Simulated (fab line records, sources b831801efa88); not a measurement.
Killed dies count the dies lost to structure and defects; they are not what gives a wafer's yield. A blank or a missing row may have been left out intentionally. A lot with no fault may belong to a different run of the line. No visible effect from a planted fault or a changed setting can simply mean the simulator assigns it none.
Which tool is to blame? ; flow sky130 ; Sampling: 24 lots, 72 wafers, 5 of 708 route steps

== WHAT THE GAUGES READ, wafer by wafer ==
SKY_VT_ADJUST_HVTR_CD_MEAS_07 targets a cd of 380 nm.
lot;measured;on;cd nm (nm)
L074;day 9 15:52;cd sem-01;379 376 378
L075;day 9 19:58;cd sem-02;377 378 378
L076;day 10 06:47;cd sem-01;375 378 379
L077;day 10 16:22;cd sem-01;378 377 378
L078;day 10 21:48;cd sem-02;384 380 381
L079;day 11 02:17;cd sem-02;378 379 380
L080;day 11 11:06;cd sem-02;376 376 380
L081;day 11 22:21;cd sem-02;379 381 375
L082;day 12 02:34;cd sem-01;380 383 383
L083;day 12 05:32;cd sem-01;375 377 375
L084;day 12 14:10;cd sem-02;383 379 376
L085;day 13 03:40;cd sem-02;379 377 376
L086;day 13 11:29;cd sem-01;386 387 387
L087;day 13 15:07;cd sem-01;384 384 384
L088;day 13 20:25;cd sem-01;382 382 380
L089;day 14 01:57;cd sem-02;381 380 380
L090;day 14 08:39;cd sem-02;376 375 377
L091;day 14 18:27;cd sem-02;376 380 378
L092;day 15 04:16;cd sem-02;377 376 377
L093;day 15 10:49;cd sem-02;383 383 384
L094;day 15 19:05;cd sem-02;384 383 383
L095;day 16 01:11;cd sem-02;382 381 379
L096;day 16 08:47;cd sem-02;381 382 381
L097;day 16 12:02;cd sem-02;379 378 382

SKY_VT_ADJUST_HVTR_TW_MEAS_11.
lot;measured;on;VT_ADJUST_HVTR_TW
L074;day 9 16:16;film metro-04;214.3 215.8 214.2
L075;day 9 20:20;film metro-04;214.3 213.6 213.9
L076;day 10 07:11;film metro-04;213.7 214.1 214.5
L077;day 10 16:46;film metro-01;212.9 212.2 213.5
L078;day 10 22:11;film metro-01;212.7 215.0 213.7
L079;day 11 02:41;film metro-01;213.4 211.7 211.8
L080;day 11 11:31;film metro-04;212.0 214.0 213.7
L081;day 11 22:46;film metro-02;210.0 211.6 211.3
L082;day 12 02:58;film metro-04;213.6 213.3 213.4
L083;day 12 05:56;film metro-01;213.6 213.3 214.8
L084;day 12 14:34;film metro-02;212.5 212.3 212.4
L085;day 13 04:04;film metro-02;212.0 212.3 212.3
L086;day 13 11:53;film metro-01;213.1 213.5 213.5
L087;day 13 15:29;film metro-04;212.6 213.6 212.8
L088;day 13 20:49;film metro-01;211.6 212.6 213.3
L089;day 14 02:20;film metro-04;214.1 214.9 212.9
L090;day 14 09:04;film metro-01;212.0 212.0 210.8
L091;day 14 18:51;film metro-04;212.5 213.0 213.6
L092;day 15 04:38;film metro-02;211.2 212.1 211.0
L093;day 15 11:13;film metro-04;211.3 211.6 212.5
L094;day 15 19:28;film metro-04;213.7 211.8 211.7
L095;day 16 01:34;film metro-02;211.0 211.9 211.6
L096;day 16 09:10;film metro-04;214.9 212.1 212.0
L097;day 16 12:26;film metro-02;211.2 210.6 210.6

SKY_SONOS_ONO_OVL_MEAS_14.
lot;measured;on;SONOS_ONO_OVL (nm)
L074;day 12 20:32;overlay-02;-0.6 -3.3 -1.1
L075;day 12 23:53;overlay-02;-1.2 -1.0 -2.3
L076;day 13 09:50;overlay-02;-0.6 0.9 -2.0
L077;day 13 23:58;overlay-02;-0.6 0.3 -1.4
L078;day 14 05:45;overlay-01;-1.4 -0.4 0.0
L079;day 14 09:59;overlay-02;-0.1 1.2 0.5
L080;day 14 19:13;overlay-02;0.6 -2.3 -3.2
L081;day 15 08:58;overlay-02;-0.7 0.4 -0.2
L082;day 15 15:26;overlay-01;1.7 1.6 0.7
L083;day 15 18:23;overlay-01;0.2 1.1 -1.8
L084;day 16 02:32;overlay-02;1.0 3.5 2.5
L085;day 16 18:50;overlay-02;-1.5 1.2 -1.9
L086;day 17 03:11;overlay-01;1.5 1.8 1.0
L087;day 17 09:09;overlay-02;-0.9 -1.3 1.3
L088;day 17 13:05;overlay-01;1.4 -0.3 0.6
L089;day 17 17:05;overlay-02;-2.0 -3.4 -2.6
L090;day 18 02:05;overlay-01;-0.1 -0.4 1.1
L091;day 18 18:23;overlay-02;-1.3 -2.3 -1.3
L092;day 19 02:50;overlay-01;2.0 1.9 1.2
L093;day 19 07:09;overlay-02;0.8 0.9 3.1
L094;day 19 15:35;overlay-01;2.7 0.7 2.0
L095;day 19 23:59;overlay-02;-2.3 -2.9 -4.6
L096;day 20 11:02;overlay-01;3.0 2.1 2.3
L097;day 20 15:44;overlay-01;0.4 1.7 1.4

SKY_POLY_GATE_THK_MEAS_01.
lot;measured;on;POLY_GATE_CVD_00_THK (nm)
L074;day 14 02:51;film metro-03;179.5 179.8 179.4
L075;day 14 07:09;film metro-02;181.0 180.1 181.1
L076;day 14 15:50;film metro-03;177.4 177.4 178.1
L077;day 15 08:39;film metro-02;181.6 179.5 180.6
L078;day 15 17:08;film metro-01;179.8 179.4 180.5
L079;day 15 20:08;film metro-02;179.2 179.0 176.8
L080;day 16 05:45;film metro-02;179.9 181.1 180.9
L081;day 16 20:52;film metro-02;181.6 182.3 181.6
L082;day 17 03:43;film metro-02;179.3 181.4 180.0
L083;day 17 07:49;film metro-03;181.7 182.4 182.2
L084;day 17 15:11;film metro-01;183.2 182.4 181.4
L085;day 18 07:35;film metro-01;179.8 179.7 181.3
L086;day 18 16:30;film metro-02;179.6 178.5 179.5
L087;day 18 21:23;film metro-02;182.5 181.3 182.3
L088;day 19 06:28;film metro-02;180.2 179.6 179.6
L089;day 19 06:29;film metro-03;177.9 178.6 179.0
L090;day 19 14:22;film metro-02;178.7 177.3 179.0
L091;day 20 09:21;film metro-03;179.5 179.4 178.8
L092;day 20 19:16;film metro-02;181.1 180.5 182.5
L093;day 20 20:55;film metro-02;177.3 175.0 177.5
L094;day 21 04:44;film metro-02;181.3 181.6 180.7
L095;day 21 11:52;film metro-03;179.8 179.6 180.1
L096;day 21 23:26;film metro-01;177.8 177.7 176.1
L097;day 22 04:48;film metro-03;181.0 180.1 180.2

SKY_LOCAL_INTERCONNECT_CD_MEAS_11 targets a cd of 170 nm.
lot;measured;on;cd nm (nm)
L074;day 30 16:20;cd sem-02;169.7 169.1 168.8
L075;day 30 20:58;cd sem-01;171.7 171.1 170.3
L076;day 31 09:34;cd sem-02;170.1 170.9 170.8
L077;day 32 01:56;cd sem-01;171.9 170.6 170.4
L078;day 32 11:52;cd sem-01;172.6 172.9 172.7
L079;day 32 16:29;cd sem-01;168.0 168.0 168.0
L080;day 33 08:26;cd sem-01;170.9 170.2 171.3
L081;day 33 16:02;cd sem-02;167.2 167.9 167.9
L082;day 33 23:54;cd sem-01;170.8 169.6 168.8
L083;day 34 04:16;cd sem-02;169.6 169.8 169.4
L084;day 34 04:47;cd sem-01;168.3 170.2 169.5
L085;day 34 19:15;cd sem-02;170.5 169.6 169.8
L086;day 35 03:53;cd sem-01;170.5 170.4 169.9
L087;day 35 07:59;cd sem-02;168.7 168.1 169.1
L088;day 35 16:40;cd sem-02;167.6 167.6 166.6
L089;day 35 15:08;cd sem-02;170.1 169.4 170.2
L090;day 35 22:24;cd sem-02;168.7 168.1 168.8
L091;day 36 14:06;cd sem-01;171.8 172.7 172.1
L092;day 36 20:47;cd sem-01;169.2 169.7 167.7
L093;day 36 23:30;cd sem-02;169.0 167.7 168.5
L094;day 37 06:59;cd sem-01;169.9 170.2 169.4
L095;day 37 13:26;cd sem-01;166.1 166.8 168.6
L096;day 37 22:39;cd sem-01;167.1 170.0 168.0
L097;day 38 03:03;cd sem-02;167.7 168.5 169.7

== WHAT TOOL EACH LOT RAN ON (gives the tool, then ch and the chambers of the sampled wafers, and finally the start) ==
There is no process step in the record ahead of these readings.

== WHAT THE TOOLS THEMSELVES READ (means of the sampled wafers that have a number; where no wafer has one, the mark that the record gives instead) ==
The record holds no such reading with a usual standard deviation.

== THE ANSWER, worked out from the rows above alone ==
Rule: the usual values come from the lots themselves. Put in order of their means at a reading, lots are off if they are a third of the lots or fewer, leave a main group of 4 or more, and stand apart from it by a gap of 3 or more times the standard deviation of the main group's means; of several such gaps the widest counts. A main group whose means are all the same, to the digits that the tables above print for the reading, isn't used. A lot without any number at a reading at which 4 lots or more have one is off too. The other lots that the step has rows for count as sound. Order of review: gauges by route order, followed by the tools' own readings, for which a lot's mean as printed above is used. The first step at which some lot is off is used, and at that step the reading that is off furthest; a lot without a number counts as furthest.
Across all readings shown, no lot is off: no conclusion can be drawn from this.

== WHAT THE SIMULATOR HAD INSERTED ==
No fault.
